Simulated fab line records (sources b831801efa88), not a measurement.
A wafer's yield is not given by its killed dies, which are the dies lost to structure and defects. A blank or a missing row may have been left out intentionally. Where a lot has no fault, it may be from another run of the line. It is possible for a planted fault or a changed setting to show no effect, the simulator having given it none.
What tool caused it? || flow gf180mcu || 7 lots, 21 wafers sampled, at 3 steps of a route of 602

## WHAT THE GAUGES SHOWED, per wafer
GF_V5_THK_MEAS_25: measures by xrf.
{"lot": "L577", "measured": "day 28 09:01", "on": "film-metro-03", "V5_W_THK (nm)": "346 354 354"}
{"lot": "L580", "measured": "day 29 02:09", "on": "film-metro-03", "V5_W_THK (nm)": "354 351 356"}
{"lot": "L583", "measured": "day 29 17:19", "on": "film-metro-02", "V5_W_THK (nm)": "353 352 353"}
{"lot": "L585", "measured": "day 30 18:21", "on": "film-metro-03", "V5_W_THK (nm)": "357 360 359"}
{"lot": "L588", "measured": "day 31 07:44", "on": "film-metro-02", "V5_W_THK (nm)": "342 347 351"}
{"lot": "L592", "measured": "day 32 11:53", "on": "film-metro-01", "V5_W_THK (nm)": "347 353 352"}
{"lot": "L596", "measured": "day 33 07:32", "on": "film-metro-02", "V5_W_THK (nm)": "352 352 360"}

## WHAT TOOL EACH LOT RAN ON (gives the tool, then ch and the chambers of the sampled wafers, and finally the start)
{"lot": "L577", "GF_M2_SPUTTER_00": "pvd-sputter-01, day 19 12:01", "GF_V5_CVD_23": "cvd-w-02 ch 0,1, day 28 08:47"}
{"lot": "L580", "GF_M2_SPUTTER_00": "pvd-sputter-01, day 20 10:31", "GF_V5_CVD_23": "cvd-w-01 ch 0,1, day 29 01:55"}
{"lot": "L583", "GF_M2_SPUTTER_00": "pvd-sputter-04, day 21 06:05", "GF_V5_CVD_23": "cvd-w-01 ch 0,1, day 29 17:07"}
{"lot": "L585", "GF_M2_SPUTTER_00": "pvd-sputter-01, day 22 09:47", "GF_V5_CVD_23": "cvd-w-01 ch 0, day 30 18:00"}
{"lot": "L588", "GF_M2_SPUTTER_00": "pvd-sputter-01, day 23 05:17", "GF_V5_CVD_23": "cvd-w-02 ch 0, day 31 07:30"}
{"lot": "L592", "GF_M2_SPUTTER_00": "pvd-sputter-01, day 24 15:21", "GF_V5_CVD_23": "cvd-w-02 ch 0,1, day 32 11:39"}
{"lot": "L596", "GF_M2_SPUTTER_00": "pvd-sputter-04, day 25 18:01", "GF_V5_CVD_23": "cvd-w-02 ch 0,1, day 33 07:17"}
- GF_M2_SPUTTER_00: material Ti, target thk 37.5 nm, time 150 s.
- GF_V5_CVD_23: deposits W, target thk 350 nm, time 104.9 s.

## THE ANSWER, worked out from the rows above alone
Rule: usual is defined by the lots themselves. Put in order of their means at a reading, lots are off if they are a third of the lots or fewer, leave a main group of 4 or more, and stand apart from it by a gap of 3 or more times the standard deviation of the main group's means; of several such gaps the widest counts. If all means in a main group match to the digits the tables above print for the reading, that group is not used. Also off: a lot with no number at a reading for which 4 or more lots have one. All remaining lots with rows at the step are treated as sound.
Across all readings shown, no lot is off: no conclusion can be drawn from this.

## WHAT THE SIMULATOR HAD INSERTED
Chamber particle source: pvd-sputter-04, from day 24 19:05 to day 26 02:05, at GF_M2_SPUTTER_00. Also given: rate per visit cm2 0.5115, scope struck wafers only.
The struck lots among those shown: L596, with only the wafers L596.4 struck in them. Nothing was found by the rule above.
